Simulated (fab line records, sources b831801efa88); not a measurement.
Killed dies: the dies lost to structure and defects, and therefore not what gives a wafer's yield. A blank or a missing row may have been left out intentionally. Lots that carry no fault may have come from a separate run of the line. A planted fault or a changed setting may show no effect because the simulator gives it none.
fab line records	flow gf180mcu
[record] lots = 24	wafers = 72	lastDay = 34
route steps=602 shown LVPWELL@61 VT_IMPLANT@100 M1@329 V1@349 V3@450
lots that met no fault: taken from a fault-free run of the same line
startH: hours from the record's opening day to when the first of the lot's shown wafers began	waitH: hours from the lot's prior step to this one	" unchanged from the row above	L1.1+2: several wafers, shown together as one row	- no value, or no start was given	* or withheld: withheld	< > ~ a bound
route shown NAME@n: names a module that has steps shown in the file, with the first one's number in the route	usual: mean and standard deviation over wafers with no fault	same: alike in all rows	chamber/n: place in a boat	sites: per-site readings	_std_site: standard deviation across them	_edge_site: inner sites' mean taken away from outer sites' mean	radiusMm: how far each site lies from the wafer's centre	mask NAME#n: copy n	behind: the last tool/chamber to shape the wafer	hold: reason for holding the lot/hours on hold/outcome of the hold	device: the n, p or np transistor that did not switch	end of line: the route-end tests of the same wafers	a step given without rows: its recipe and nothing more	killed: the dies lost at the first sort to structure and to defects; this is not the yield of the wafer	map: shows each die of a wafer: x if killed, . if not, _ if none is there
set.NAME: the setting as run; set.NAME@STEP: as run at that earlier step	model.NAME: the simulator's own value behind a step, which no gauge read
the route's steps for a sample of lots (tables are steps, rows are wafers)
services: the hour from which a tool's chamber was out of use, counted from the record's first day as startH (under 0 if before that day), plus the number of hours and why
[[steps]]
[step GF_LVPWELL_OVL_MEAS_07]
[usual] LVPWELL_OVL = 0.4/1.7
lot.wafer	tool	chamber	startH	waitH	LVPWELL_OVL[nm]
L074.3	overlay-01	-	68.89	-	-0.7
L074.5	"	-	"	"	1.7
L074.6	"	-	"	"	0.2
L075.2	overlay-02	-	74.01	-	0.8
L075.3	"	-	"	"	-0.1
L075.5	"	-	"	"	-0.5
L076.4	overlay-02	-	80.68	-	2.4
L076.5	"	-	"	"	1.8
L076.6	"	-	"	"	1.9
L077.3	overlay-01	-	85.94	-	-2.0
L077.5	"	-	"	"	-1.2
L077.6	"	-	"	"	-2.8
L078.1	overlay-02	-	90.21	-	-1.6
L078.5	"	-	"	"	-0.3
L078.6	"	-	"	"	-2.3
L079.2	overlay-02	-	96.38	-	-0.7
L079.3	"	-	"	"	-1.2
L079.4	"	-	"	"	0.3
L080.1	overlay-02	-	102.41	-	0.7
L080.2	"	-	"	"	1.0
L080.3	"	-	"	"	1.6
L081.2	overlay-01	-	107.43	-	3.9
L081.4	"	-	"	"	4.1
L081.6	"	-	"	"	3.3
L082.3	overlay-01	-	114.54	-	1.6
L082.4	"	-	"	"	-1.2
L082.5	"	-	"	"	1.7
L083.1	overlay-02	-	120.82	-	4.2
L083.4	"	-	"	"	1.8
L083.6	"	-	"	"	1.6
L084.1	overlay-02	-	126.42	-	-1.0
L084.2	"	-	"	"	0.1
L084.4	"	-	"	"	0.3
L085.2	overlay-02	-	132.51	-	1.4
L085.3	"	-	"	"	0.3
L085.5	"	-	"	"	-0.4
L086.1	overlay-01	-	135.76	-	-0.7
L086.2	"	-	"	"	2.4
L086.6	"	-	"	"	-0.3
L087.1	overlay-01	-	141.87	-	1.7
L087.3	"	-	"	"	-0.1
L087.4	"	-	"	"	0.7
L088.2	overlay-01	-	148.48	-	-1.1
L088.3	"	-	"	"	-1.0
L088.5	"	-	"	"	-2.1
L089.3	overlay-02	-	154.93	-	2.4
L089.4	"	-	"	"	1.2
L089.6	"	-	"	"	0.4
L090.3	overlay-02	-	159.47	-	1.2
L090.4	"	-	"	"	1.0
L090.5	"	-	"	"	1.2
L091.2	overlay-01	-	164.38	-	1.0
L091.3	"	-	"	"	-0.5
L091.6	"	-	"	"	-0.9
L092.2	overlay-01	-	171.63	-	2.9
L092.3	"	-	"	"	4.5
L092.5	"	-	"	"	0.5
L093.1	overlay-01	-	176.87	-	-2.2
L093.5	"	-	"	"	-2.8
L093.6	"	-	"	"	-2.4
L094.1	overlay-01	-	182.22	-	-1.2
L094.3	"	-	"	"	-3.2
L094.5	"	-	"	"	-1.3
L095.1	overlay-01	-	187.87	-	2.5
L095.4	"	-	"	"	3.9
L095.5	"	-	"	"	3.0
L096.1	overlay-02	-	194.92	-	1.0
L096.3	"	-	"	"	1.8
L096.5	"	-	"	"	0.2
L097.3	overlay-01	-	197.78	-	-0.9
L097.5	"	-	"	"	-0.1
L097.6	"	-	"	"	1.3
[step GF_VT_IMPLANT_TW_MEAS_10]
[usual] VT_IMPLANT_TW = 564/5.4
lot.wafer	tool	chamber	startH	waitH	VT_IMPLANT_TW
L074.3	filmMetro-04	-	112.11	0.1	560
L074.5	"	-	"	"	559
L074.6	"	-	"	"	563
L075.2	filmMetro-04	-	118.14	0.1	564
L075.3	"	-	"	"	562
L075.5	"	-	"	"	560
L076.4	filmMetro-04	-	125.79	0.1	562
L076.5	"	-	"	"	563
L076.6	"	-	"	"	562
L077.3	filmMetro-04	-	130.26	0.1	560
L077.5	"	-	"	"	560
L077.6	"	-	"	"	557
L078.1	filmMetro-01	-	136.08	0.1	567
L078.5	"	-	"	"	568
L078.6	"	-	"	"	564
L079.2	filmMetro-01	-	143.50	0.1	567
L079.3	"	-	"	"	566
L079.4	"	-	"	"	566
L080.1	filmMetro-01	-	148.63	0.1	569
L080.2	"	-	"	"	572
L080.3	"	-	"	"	569
L081.2	filmMetro-01	-	154.42	0.1	570
L081.4	"	-	"	"	569
L081.6	"	-	"	"	570
L082.3	filmMetro-04	-	161.66	0.1	560
L082.4	"	-	"	"	560
L082.5	"	-	"	"	560
L083.1	filmMetro-01	-	169.48	0.1	571
L083.4	"	-	"	"	567
L083.6	"	-	"	"	567
L084.1	filmMetro-04	-	175.22	0.1	558
L084.2	"	-	"	"	554
L084.4	"	-	"	"	557
L085.2	filmMetro-02	-	180.92	0.1	570
L085.3	"	-	"	"	568
L085.5	"	-	"	"	570
L086.1	filmMetro-02	-	185.84	0.1	569
L086.2	"	-	"	"	571
L086.6	"	-	"	"	568
L087.1	filmMetro-02	-	192.16	0.1	570
L087.3	"	-	"	"	570
L087.4	"	-	"	"	568
L088.2	filmMetro-01	-	198.65	0.1	570
L088.3	"	-	"	"	568
L088.5	"	-	"	"	567
L089.3	filmMetro-02	-	205.98	0.1	565
L089.4	"	-	"	"	566
L089.6	"	-	"	"	567
L090.3	filmMetro-02	-	212.06	0.1	569
L090.4	"	-	"	"	572
L090.5	"	-	"	"	571
L091.2	filmMetro-04	-	216.55	0.1	556
L091.3	"	-	"	"	558
L091.6	"	-	"	"	560
L092.2	filmMetro-04	-	225.45	0.1	555
L092.3	"	-	"	"	557
L092.5	"	-	"	"	554
L093.1	filmMetro-04	-	230.52	0.1	556
L093.5	"	-	"	"	557
L093.6	"	-	"	"	554
L094.1	filmMetro-04	-	236.51	0.1	556
L094.3	"	-	"	"	555
L094.5	"	-	"	"	556
L095.1	filmMetro-02	-	242.21	0.1	568
L095.4	"	-	"	"	564
L095.5	"	-	"	"	567
L096.1	filmMetro-01	-	249.51	0.1	566
L096.3	"	-	"	"	564
L096.5	"	-	"	"	568
L097.3	filmMetro-02	-	252.93	0.1	569
L097.5	"	-	"	"	566
L097.6	"	-	"	"	564
[step GF_M1_CD_MEAS_14]
[recipe] targetCdNm = 230
[usual] cdNm = 230.3/1.2
lot.wafer	tool	chamber	startH	waitH	cdNm
L074.3	cdSem-02	-	391.38	0.1	230.3
L074.5	"	-	"	"	229.8
L074.6	"	-	"	"	229.7
L075.2	cdSem-02	-	394.42	0.1	229.0
L075.3	"	-	"	"	228.3
L075.5	"	-	"	"	228.3
L076.4	cdSem-01	-	410.20	0.2	230.5
L076.5	"	-	"	"	231.3
L076.6	"	-	"	"	231.1
L077.3	cdSem-01	-	414.54	0.1	230.9
L077.5	"	-	"	"	229.8
L077.6	"	-	"	"	229.8
L078.1	cdSem-02	-	425.09	0.1	229.5
L078.5	"	-	"	"	230.1
L078.6	"	-	"	"	230.2
L079.2	cdSem-02	-	436.69	0.1	231.7
L079.3	"	-	"	"	231.8
L079.4	"	-	"	"	232.8
L080.1	cdSem-02	-	444.50	0.1	229.3
L080.2	"	-	"	"	230.0
L080.3	"	-	"	"	230.5
L081.2	cdSem-01	-	455.39	0.1	228.6
L081.4	"	-	"	"	229.6
L081.6	"	-	"	"	229.8
L082.3	cdSem-02	-	465.06	0.1	231.8
L082.4	"	-	"	"	231.2
L082.5	"	-	"	"	230.3
L083.1	cdSem-02	-	469.87	0.1	230.1
L083.4	"	-	"	"	229.9
L083.6	"	-	"	"	229.8
L084.1	cdSem-01	-	484.37	0.1	228.7
L084.2	"	-	"	"	229.8
L084.4	"	-	"	"	230.1
L085.2	cdSem-02	-	489.10	0.1	230.9
L085.3	"	-	"	"	232.1
L085.5	"	-	"	"	231.6
L086.1	cdSem-02	-	499.12	0.1	228.3
L086.2	"	-	"	"	229.5
L086.6	"	-	"	"	228.7
L087.1	cdSem-01	-	505.25	0.1	229.8
L087.3	"	-	"	"	230.1
L087.4	"	-	"	"	228.7
L088.2	cdSem-02	-	513.09	0.1	230.2
L088.3	"	-	"	"	229.8
L088.5	"	-	"	"	230.2
L089.3	cdSem-01	-	523.52	0.1	227.7
L089.4	"	-	"	"	229.1
L089.6	"	-	"	"	229.1
L090.3	cdSem-01	-	529.09	0.1	232.0
L090.4	"	-	"	"	231.5
L090.5	"	-	"	"	233.1
L091.2	cdSem-01	-	535.65	0.1	231.1
L091.3	"	-	"	"	230.1
L091.6	"	-	"	"	231.2
L092.2	cdSem-01	-	546.89	0.1	232.0
L092.3	"	-	"	"	232.8
L092.5	"	-	"	"	231.8
L093.1	cdSem-01	-	552.52	0.1	229.9
L093.5	"	-	"	"	229.7
L093.6	"	-	"	"	229.7
L094.1	cdSem-01	-	561.32	0.1	230.2
L094.3	"	-	"	"	229.5
L094.5	"	-	"	"	231.2
L095.1	cdSem-01	-	567.79	0.2	229.2
L095.4	"	-	"	"	229.2
L095.5	"	-	"	"	230.5
L096.1	cdSem-01	-	577.56	0.3	230.7
L096.3	"	-	"	"	229.8
L096.5	"	-	"	"	230.1
L097.3	cdSem-02	-	582.19	0.1	231.3
L097.5	"	-	"	"	232.2
L097.6	"	-	"	"	231.5
[step GF_V1_CD_MEAS_14]
[recipe] targetCdNm = 260
[usual] cdNm = 260.1/1.1
lot.wafer	tool	chamber	startH	waitH	cdNm
L074.3	cdSem-02	-	415.49	0.1	261.8
L074.5	"	-	"	"	260.7
L074.6	"	-	"	"	260.4
L075.2	cdSem-02	-	419.29	0.1	260.7
L075.3	"	-	"	"	261.2
L075.5	"	-	"	"	260.6
L076.4	cdSem-02	-	436.03	0.1	259.4
L076.5	"	-	"	"	259.7
L076.6	"	-	"	"	260.2
L077.3	cdSem-01	-	440.21	0.1	260.3
L077.5	"	-	"	"	259.3
L077.6	"	-	"	"	259.0
L078.1	cdSem-01	-	451.10	0.1	261.1
L078.5	"	-	"	"	261.1
L078.6	"	-	"	"	261.7
L079.2	cdSem-02	-	462.64	0.1	260.1
L079.3	"	-	"	"	258.8
L079.4	"	-	"	"	259.6
L080.1	cdSem-02	-	470.20	0.1	259.3
L080.2	"	-	"	"	260.8
L080.3	"	-	"	"	260.6
L081.2	cdSem-01	-	481.22	0.1	260.5
L081.4	"	-	"	"	261.2
L081.6	"	-	"	"	260.4
L082.3	cdSem-01	-	490.76	0.1	257.8
L082.4	"	-	"	"	258.2
L082.5	"	-	"	"	259.2
L083.1	cdSem-02	-	495.90	0.1	259.8
L083.4	"	-	"	"	259.5
L083.6	"	-	"	"	259.5
L084.1	cdSem-01	-	509.75	0.1	258.8
L084.2	"	-	"	"	259.3
L084.4	"	-	"	"	259.4
L085.2	cdSem-02	-	513.92	0.1	259.2
L085.3	"	-	"	"	260.3
L085.5	"	-	"	"	259.6
L086.1	cdSem-02	-	523.72	0.1	259.6
L086.2	"	-	"	"	259.1
L086.6	"	-	"	"	259.6
L087.1	cdSem-01	-	530.32	0.1	261.6
L087.3	"	-	"	"	262.1
L087.4	"	-	"	"	262.0
L088.2	cdSem-02	-	537.54	0.1	259.4
L088.3	"	-	"	"	259.9
L088.5	"	-	"	"	258.8
L089.3	cdSem-02	-	547.79	0.1	262.2
L089.4	"	-	"	"	262.4
L089.6	"	-	"	"	262.9
L090.3	cdSem-02	-	553.26	0.1	257.8
L090.4	"	-	"	"	259.6
L090.5	"	-	"	"	257.8
L091.2	cdSem-02	-	559.99	0.1	259.6
L091.3	"	-	"	"	259.7
L091.6	"	-	"	"	261.1
L092.2	cdSem-02	-	570.47	0.1	258.8
L092.3	"	-	"	"	259.3
L092.5	"	-	"	"	259.9
L093.1	cdSem-01	-	576.27	0.1	259.6
L093.5	"	-	"	"	260.5
L093.6	"	-	"	"	259.5
L094.1	cdSem-01	-	584.47	0.1	260.7
L094.3	"	-	"	"	260.4
L094.5	"	-	"	"	259.9
L095.1	cdSem-02	-	591.02	0.1	260.4
L095.4	"	-	"	"	262.0
L095.5	"	-	"	"	259.4
L096.1	cdSem-02	-	600.52	0.1	258.6
L096.3	"	-	"	"	256.9
L096.5	"	-	"	"	258.9
L097.3	cdSem-02	-	604.24	0.1	261.4
L097.5	"	-	"	"	262.5
L097.6	"	-	"	"	261.2
[step GF_V1_ETCH_16]
[recipe] chemistry = N2/H2	targetDepthA = withheld	overetchA = withheld	timeS = withheld	target = BARC	ionEnergyEv = 200	sourceW = 500	biasW = 100	pressureMtorr = 30	n2FlowSccm = 100	h2FlowSccm = 200
[usual] drypumpMotorCurrentA = 5.7/0.38	oesProductAu = 0.855/0.0049	throttleValvePct = 13.226/0.0086
lot.wafer	tool	chamber	startH	waitH	drypumpMotorCurrentA	oesProductAu	throttleValvePct
L074.3	rieDiel-02	0	415.61	0.0	6.0	0.855	13.222
L074.5	"	3	"	"	5.3	0.865	13.237
L074.6	"	2	"	"	5.7	0.849	13.228
L075.2	rieDiel-04	2	419.42	0.0	5.9	0.853	13.215
L075.3	"	1	"	"	5.8	0.845	13.234
L075.5	"	2	"	"	5.9	0.858	13.225
L076.4	rieDiel-04	1	436.12	0.0	5.8	0.856	13.230
L076.5	"	0	"	"	5.6	0.854	13.222
L076.6	"	3	"	"	5.6	0.849	13.232
L077.3	rieDiel-02	0	440.33	0.0	6.0	0.850	13.243
L077.5	"	1	"	"	6.3	0.856	13.230
L077.6	"	0	"	"	6.0	0.847	13.234
L078.1	rieDiel-02	3	451.26	0.0	5.3	0.860	13.236
L078.5	"	1	"	"	6.3	0.862	13.227
L078.6	"	3	"	"	5.2	0.853	13.213
L079.2	rieDiel-04	3	462.78	0.0	5.6	0.853	13.222
L079.3	"	2	"	"	5.9	0.854	13.213
L079.4	"	1	"	"	5.8	0.860	13.230
L080.1	rieDiel-02	3	470.36	0.0	5.3	0.850	13.226
L080.2	"	1	"	"	6.3	0.856	13.222
L080.3	"	0	"	"	6.0	0.858	13.241
L081.2	rieDiel-02	0	481.36	0.0	6.1	0.848	13.225
L081.4	"	2	"	"	5.7	0.857	13.237
L081.6	"	3	"	"	5.3	0.849	13.226
L082.3	rieDiel-02	1	490.88	0.0	6.3	0.847	13.235
L082.4	"	3	"	"	5.3	0.862	13.244
L082.5	"	0	"	"	6.1	0.855	13.245
L083.1	rieDiel-04	0	496.06	0.0	5.5	0.854	13.237
L083.4	"	3	"	"	5.6	0.862	13.222
L083.6	"	0	"	"	5.5	0.848	13.220
L084.1	rieDiel-02	3	509.91	0.0	5.3	0.852	13.212
L084.2	"	0	"	"	6.1	0.851	13.214
L084.4	"	1	"	"	6.3	0.854	13.238
L085.2	rieDiel-01	0	514.06	0.0	5.8	0.858	13.234
L085.3	"	1	"	"	6.1	0.863	13.216
L085.5	"	2	"	"	5.1	0.855	13.225
L086.1	rieDiel-01	1	523.87	0.0	6.1	0.849	13.231
L086.2	"	0	"	"	5.8	0.848	13.219
L086.6	"	2	"	"	5.1	0.855	13.217
L087.1	rieDiel-02	1	530.47	0.0	6.3	0.863	13.220
L087.3	"	2	"	"	5.7	0.859	13.228
L087.4	"	3	"	"	5.2	0.849	13.240
L088.2	rieDiel-02	0	537.67	0.0	6.0	0.855	13.226
L088.3	"	2	"	"	5.7	0.861	13.225
L088.5	"	2	"	"	5.7	0.858	13.222
L089.3	rieDiel-02	0	547.91	0.0	6.1	0.859	13.215
L089.4	"	1	"	"	6.3	0.852	13.228
L089.6	"	0	"	"	6.1	0.862	13.229
L090.3	rieDiel-01	3	553.37	0.0	5.4	0.853	13.229
L090.4	"	1	"	"	6.1	0.855	13.217
L090.5	"	3	"	"	5.4	0.857	13.237
L091.2	rieDiel-01	2	560.12	0.0	5.1	0.850	13.239
L091.3	"	1	"	"	6.1	0.853	13.224
L091.6	"	3	"	"	5.4	0.847	13.235
L092.2	rieDiel-02	3	570.60	0.0	5.3	0.846	13.232
L092.3	"	1	"	"	6.3	0.851	13.233
L092.5	"	3	"	"	5.3	0.857	13.237
L093.1	rieDiel-01	0	576.42	0.0	5.8	0.860	13.228
L093.5	"	0	"	"	5.8	0.856	13.210
L093.6	"	1	"	"	6.1	0.859	13.230
L094.1	rieDiel-02	3	584.62	0.0	5.3	0.852	13.230
L094.3	"	2	"	"	5.7	0.857	13.240
L094.5	"	0	"	"	6.1	0.857	13.240
L095.1	rieDiel-04	3	591.17	0.0	5.6	0.850	13.228
L095.4	"	1	"	"	5.8	0.855	13.233
L095.5	"	3	"	"	5.6	0.848	13.222
L096.1	rieDiel-01	0	600.67	0.0	5.8	0.856	13.229
L096.3	"	3	"	"	5.4	0.844	13.207
L096.5	"	1	"	"	6.1	0.856	13.225
L097.3	rieDiel-02	3	604.35	0.0	5.3	0.849	13.230
L097.5	"	1	"	"	6.3	0.857	13.241
L097.6	"	0	"	"	6.1	0.855	13.225
[step GF_V3_SPUTTER_21]
[recipe] material = Ti	targetThkNm = 15	chamberPressurePa = 5	powerW = 2500	substrateTempC = 200	timeS = 80.02
[usual] throttleValvePct = 30.0/1.2
lot.wafer	tool	chamber	startH	waitH	throttleValvePct
L074.3	pvdSputter-02	-	518.64	0.0	30.6
L074.5	"	-	"	"	31.0
L074.6	"	-	"	"	30.6
L075.2	pvdSputter-01	-	522.81	0.0	29.9
L075.3	"	-	"	"	30.4
L075.5	"	-	"	"	27.9
L076.4	pvdSputter-01	-	539.65	0.0	29.6
L076.5	"	-	"	"	29.8
L076.6	"	-	"	"	30.3
L077.3	pvdSputter-02	-	542.87	0.0	29.6
L077.5	"	-	"	"	31.5
L077.6	"	-	"	"	29.7
L078.1	pvdSputter-03	-	551.84	0.0	28.9
L078.5	"	-	"	"	28.7
L078.6	"	-	"	"	28.8
L079.2	pvdSputter-03	-	563.47	0.0	29.0
L079.3	"	-	"	"	28.9
L079.4	"	-	"	"	30.4
L080.1	pvdSputter-01	-	570.96	0.0	28.0
L080.2	"	-	"	"	30.0
L080.3	"	-	"	"	30.4
L081.2	pvdSputter-01	-	581.58	0.0	29.6
L081.4	"	-	"	"	29.8
L081.6	"	-	"	"	29.6
L082.3	pvdSputter-03	-	586.86	0.0	28.8
L082.4	"	-	"	"	30.5
L082.5	"	-	"	"	30.4
L083.1	pvdSputter-01	-	593.37	0.0	28.0
L083.4	"	-	"	"	29.7
L083.6	"	-	"	"	27.9
L084.1	pvdSputter-03	-	604.49	0.0	32.5
L084.2	"	-	"	"	29.1
L084.4	"	-	"	"	28.8
L085.2	pvdSputter-03	-	609.14	0.0	29.2
L085.3	"	-	"	"	28.8
L085.5	"	-	"	"	30.8
L086.1	pvdSputter-03	-	618.73	0.0	32.4
L086.2	"	-	"	"	30.6
L086.6	"	-	"	"	29.2
L087.1	pvdSputter-03	-	624.88	0.0	32.7
L087.3	"	-	"	"	29.0
L087.4	"	-	"	"	30.2
L088.2	pvdSputter-01	-	631.23	0.0	30.1
L088.3	"	-	"	"	29.9
L088.5	"	-	"	"	28.1
L089.3	pvdSputter-01	-	641.46	0.0	29.6
L089.4	"	-	"	"	30.3
L089.6	"	-	"	"	27.7
L090.3	pvdSputter-03	-	645.09	0.0	30.6
L090.4	"	-	"	"	28.8
L090.5	"	-	"	"	28.9
L091.2	pvdSputter-02	-	651.63	0.0	30.0
L091.3	"	-	"	"	30.6
L091.6	"	-	"	"	30.5
L092.2	pvdSputter-03	-	661.07	0.0	28.9
L092.3	"	-	"	"	29.2
L092.5	"	-	"	"	32.6
L093.1	pvdSputter-03	-	665.47	0.0	30.4
L093.5	"	-	"	"	32.5
L093.6	"	-	"	"	29.0
L094.1	pvdSputter-02	-	672.95	0.0	31.2
L094.3	"	-	"	"	30.6
L094.5	"	-	"	"	30.1
L095.1	pvdSputter-02	-	679.39	0.0	30.1
L095.4	"	-	"	"	30.6
L095.5	"	-	"	"	30.4
L096.1	pvdSputter-02	-	688.04	0.0	31.0
L096.3	"	-	"	"	29.8
L096.5	"	-	"	"	30.6
L097.3	pvdSputter-01	-	692.09	0.0	29.9
L097.5	"	-	"	"	29.7
L097.6	"	-	"	"	29.7
[[services]]
tool	chamber	startH	hours	kind
rieDiel-01	0	398.27	3.3	repair
rieDiel-02	1	399.77	6.7	repair
rieDiel-01	-	449.86	2.8	pm
pvdSputter-02	-	461.60	0.9	repair
pvdSputter-02	-	464.77	1.8	repair
rieDiel-01	2	470.10	10.9	repair
rieDiel-02	2	472.44	5.7	repair
pvdSputter-01	-	497.20	2.4	repair
pvdSputter-03	-	517.52	0.5	repair
pvdSputter-03	-	518.79	0.5	repair
pvdSputter-03	-	524.00	1.7	repair
pvdSputter-03	-	535.88	3.1	repair
rieDiel-01	1	564.07	4.9	repair
rieDiel-01	1	584.14	7.2	repair
pvdSputter-02	-	585.19	2.2	repair
pvdSputter-02	-	588.32	1.2	repair
pvdSputter-01	-	588.34	3.2	repair
rieDiel-01	1	592.06	8.2	repair
rieDiel-02	2	601.44	8.2	repair
rieDiel-02	0	649.50	7.2	repair
rieDiel-02	3	651.55	3.9	repair
pvdSputter-03	-	662.12	2.0	repair
pvdSputter-01	-	684.96	3.2	repair
pvdSputter-01	-	687.12	0.6	repair
[[key]]
fault none
